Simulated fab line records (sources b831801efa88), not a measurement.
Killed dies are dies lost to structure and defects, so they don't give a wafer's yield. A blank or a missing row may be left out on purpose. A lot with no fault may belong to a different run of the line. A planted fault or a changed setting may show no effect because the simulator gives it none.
Chamber matching + flow sky130 + 4 sister chambers for SKY_VIA3_ETCH_15 on rie_diel-04
The step etches SiO2 in C4F8/O2/Ar, stops on TiN, target depth 507 nm, time 78 s. 18 wafers are shown with their chamber, then 9 later ones without.

WAFERS PAIRED WITH THEIR CHAMBERS
| wafer  | chamber | oes_product_au (a.u.) |
|--------|---------|-----------------------|
| L075.3 | 0       | 0.944                 |
| L075.5 | 1       | 0.949                 |
| L075.6 | 2       | 0.939                 |
| L076.1 | 0       | 0.939                 |
| L076.2 | 2       | 0.950                 |
| L076.3 | 1       | 0.946                 |
| L078.1 | 3       | 0.950                 |
| L078.2 | 2       | 0.944                 |
| L078.6 | 2       | 0.942                 |
| L082.1 | 0       | 0.940                 |
| L082.4 | 3       | 0.953                 |
| L082.5 | 1       | 0.947                 |
| L083.1 | 1       | 0.946                 |
| L083.2 | 3       | 0.938                 |
| L083.3 | 2       | 0.936                 |
| L083.4 | 1       | 0.949                 |
| L083.5 | 2       | 0.939                 |
| L083.6 | 3       | 0.942                 |

SIGNATURES, as means of the wafers listed above
| reading        | chamber 0 | chamber 1 | chamber 2 | chamber 3 | scatter within a chamber |
|----------------|-----------|-----------|-----------|-----------|--------------------------|
| oes_product_au | 0.94100   | 0.94740   | 0.94167   | 0.94575   | 0.00455                  |
Rule: for each reading, subtract the chamber's mean from the wafer's reading, divide by that reading's scatter and square the result; add these up over the readings and take the root, which gives the wafer's distance from the chamber. If the next closest chamber is less than 2 further off than the closest, the wafer can't be placed; otherwise it belongs to the closest. The scatter: take each reading less its chamber's mean, square it, sum over the shown wafers, divide by the number of wafers less the number of chambers, and take the root.

WAFERS MISSING THEIR CHAMBER
| wafer  | oes_product_au (a.u.) |
|--------|-----------------------|
| L084.2 | 0.950                 |
| L084.5 | 0.951                 |
| L084.6 | 0.950                 |
| L093.2 | 0.937                 |
| L093.5 | 0.941                 |
| L093.6 | 0.940                 |
| L096.1 | 0.941                 |
| L096.3 | 0.943                 |
| L096.4 | 0.950                 |

WHICH CHAMBER EACH WENT THROUGH
| wafer  | from the rows above               | in truth |
|--------|-----------------------------------|----------|
| L084.2 | can't be placed: 1 or 3 or 2 or 0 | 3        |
| L084.5 | can't be placed: 1 or 3 or 2 or 0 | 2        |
| L084.6 | can't be placed: 1 or 3 or 2 or 0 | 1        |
| L093.2 | can't be placed: 0 or 2 or 3 or 1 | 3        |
| L093.5 | can't be placed: 0 or 2 or 3 or 1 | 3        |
| L093.6 | can't be placed: 0 or 2 or 3 or 1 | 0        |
| L096.1 | can't be placed: 0 or 2 or 3 or 1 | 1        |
| L096.3 | can't be placed: 2 or 0 or 3 or 1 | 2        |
| L096.4 | can't be placed: 1 or 3 or 2 or 0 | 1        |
Placed correctly: 0 of 9. From these rows, 9 cannot be placed; in 9 the true chamber is one of the candidates. Placed wrongly: 0.
